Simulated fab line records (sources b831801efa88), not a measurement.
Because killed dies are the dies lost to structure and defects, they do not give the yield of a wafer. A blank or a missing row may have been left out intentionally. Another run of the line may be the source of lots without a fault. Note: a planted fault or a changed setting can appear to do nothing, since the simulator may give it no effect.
Split-lot study :: flow gf180mcu :: 5 lots, 23 wafers read, on a route of 602 steps

== SPLIT DETAILS ==
At GF_STI_PEB_10 (peb time 90 s), the setting peb-temp-c was moved away from the recipe's 135 C on 7 of the 23 wafers read, by -1.6% to +1.1%. The other wafers ran this setting at the recipe's value.

== SPLIT TO READING: what lies between them in the file, 1 step ==
- GF_STI_DEVELOP_11: develop time 60 s

== THE READING ==
Shown in nm: cd-nm at GF_STI_CD_MEAS_12, with target cd 220 nm. On this fab line, fault-free wafers typically give 220.0 nm with a standard deviation of 1.3 nm.

wafer: L074.2
tool, chamber at the split: litho-track-03, 0
peb-temp-c as run, C: 135
against the recipe: recipe
cd-nm, nm: 220.0
against lot-mates on the recipe: -

wafer: L074.3
tool, chamber at the split: litho-track-03, 0
peb-temp-c as run, C: 135
against the recipe: recipe
cd-nm, nm: 219.7
against lot-mates on the recipe: -

wafer: L074.4
tool, chamber at the split: litho-track-03, 0
peb-temp-c as run, C: 135
against the recipe: recipe
cd-nm, nm: 220.8
against lot-mates on the recipe: -

wafer: L074.5
tool, chamber at the split: litho-track-03, 0
peb-temp-c as run, C: 132.9
against the recipe: -1.6%
cd-nm, nm: 226.1
against lot-mates on the recipe: +5.9

wafer: L074.6
tool, chamber at the split: litho-track-03, 0
peb-temp-c as run, C: 132.9
against the recipe: -1.6%
cd-nm, nm: 225.6
against lot-mates on the recipe: +5.4

wafer: L075.1
tool, chamber at the split: litho-track-03, 0
peb-temp-c as run, C: 135
against the recipe: recipe
cd-nm, nm: 221.0
against lot-mates on the recipe: -

wafer: L075.2
tool, chamber at the split: litho-track-03, 0
peb-temp-c as run, C: 136.3
against the recipe: +1.0%
cd-nm, nm: 217.9
against lot-mates on the recipe: -3.2

wafer: L075.3
tool, chamber at the split: litho-track-03, 0
peb-temp-c as run, C: 135
against the recipe: recipe
cd-nm, nm: 221.2
against lot-mates on the recipe: -

wafer: L075.4
tool, chamber at the split: litho-track-03, 0
peb-temp-c as run, C: 136.3
against the recipe: +1.0%
cd-nm, nm: 218.3
against lot-mates on the recipe: -2.8

wafer: L075.5
tool, chamber at the split: litho-track-03, 0
peb-temp-c as run, C: 136.3
against the recipe: +1.0%
cd-nm, nm: 218.6
against lot-mates on the recipe: -2.5

wafer: L076.2
tool, chamber at the split: litho-track-02, 0
peb-temp-c as run, C: 135
against the recipe: recipe
cd-nm, nm: 221.0
against lot-mates on the recipe: -

wafer: L076.5
tool, chamber at the split: litho-track-02, 0
peb-temp-c as run, C: 135
against the recipe: recipe
cd-nm, nm: 218.9
against lot-mates on the recipe: -

wafer: L076.6
tool, chamber at the split: litho-track-02, 0
peb-temp-c as run, C: 135
against the recipe: recipe
cd-nm, nm: 221.0
against lot-mates on the recipe: -

wafer: L080.1
tool, chamber at the split: litho-track-01, 0
peb-temp-c as run, C: 135
against the recipe: recipe
cd-nm, nm: 218.4
against lot-mates on the recipe: -

wafer: L080.2
tool, chamber at the split: litho-track-01, 0
peb-temp-c as run, C: 135
against the recipe: recipe
cd-nm, nm: 218.5
against lot-mates on the recipe: -

wafer: L080.3
tool, chamber at the split: litho-track-01, 0
peb-temp-c as run, C: 135
against the recipe: recipe
cd-nm, nm: 218.6
against lot-mates on the recipe: -

wafer: L080.4
tool, chamber at the split: litho-track-01, 0
peb-temp-c as run, C: 135
against the recipe: recipe
cd-nm, nm: 219.1
against lot-mates on the recipe: -

wafer: L080.5
tool, chamber at the split: litho-track-01, 0
peb-temp-c as run, C: 135
against the recipe: recipe
cd-nm, nm: 219.3
against lot-mates on the recipe: -

wafer: L085.1
tool, chamber at the split: litho-track-03, 0
peb-temp-c as run, C: 136.5
against the recipe: +1.1%
cd-nm, nm: 213.8
against lot-mates on the recipe: -4.1

wafer: L085.2
tool, chamber at the split: litho-track-03, 0
peb-temp-c as run, C: 135
against the recipe: recipe
cd-nm, nm: 218.3
against lot-mates on the recipe: -

wafer: L085.4
tool, chamber at the split: litho-track-03, 0
peb-temp-c as run, C: 135
against the recipe: recipe
cd-nm, nm: 217.6
against lot-mates on the recipe: -

wafer: L085.5
tool, chamber at the split: litho-track-03, 0
peb-temp-c as run, C: 136.5
against the recipe: +1.1%
cd-nm, nm: 214.1
against lot-mates on the recipe: -3.8

wafer: L085.6
tool, chamber at the split: litho-track-03, 0
peb-temp-c as run, C: 135
against the recipe: recipe
cd-nm, nm: 217.9
against lot-mates on the recipe: -

FIT RESULTS
A straight line over all 23 wafers: cd-nm changes by -3.57 nm for each +1% of peb-temp-c; r = -0.86; the points scatter about the line by 1.4 nm.
The same after taking each lot's own level away (the mean of its wafers on the recipe; 23 wafers): -3.46 nm for each +1%; r = -0.98; scatter 0.52 nm.
The reading moves by 5.4 nm for the largest change in peb-temp-c, on that fit.
Across the lots, their own levels run from 217.93 to 221.10 nm, a range of 2.4 times the standard deviation given above.
Hence the lot-to-lot level has little effect on the slope; both slopes agree.
Check: with one of the wafers moved furthest among these (-1.6%) left out of the fit, the line predicts +5.23 nm for it against its lot-mates. Against them it came out at +5.93 nm.

== THE OTHER SPLITS THESE WAFERS WENT THROUGH ==
These wafers also went through other splits before the reading. Each is held against what the fit with the lots' levels taken away leaves over:
other split on the same wafers: GF_STI_CVD_03 time-s
wafers away from the commonest value: 18
r with cd-nm (lot level and that fit taken away): -0.12

== THE WHOLE CHAIN: every reading that the file lists as answering this split, in the file's order ==
step: GF_STI_CD_MEAS_12
what it does: target cd 220 nm
reading: cd-nm
change (the file's fit): -3.48 nm for each +1% of the setting
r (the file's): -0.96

step: GF_STI_ETCH_13
what it does: etches the open film in CHF3/O2, stops on Si, target depth 282.31 nm, time 112.9 s
reading: STI.cd-nm (the simulator's own value, which no gauge read)
change (the file's fit): -3.37 nm for each +1% of the setting
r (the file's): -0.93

== THE FILE'S OWN FIT ==
cd-nm changes by -3.48 nm for each +1% of peb-temp-c, r = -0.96.
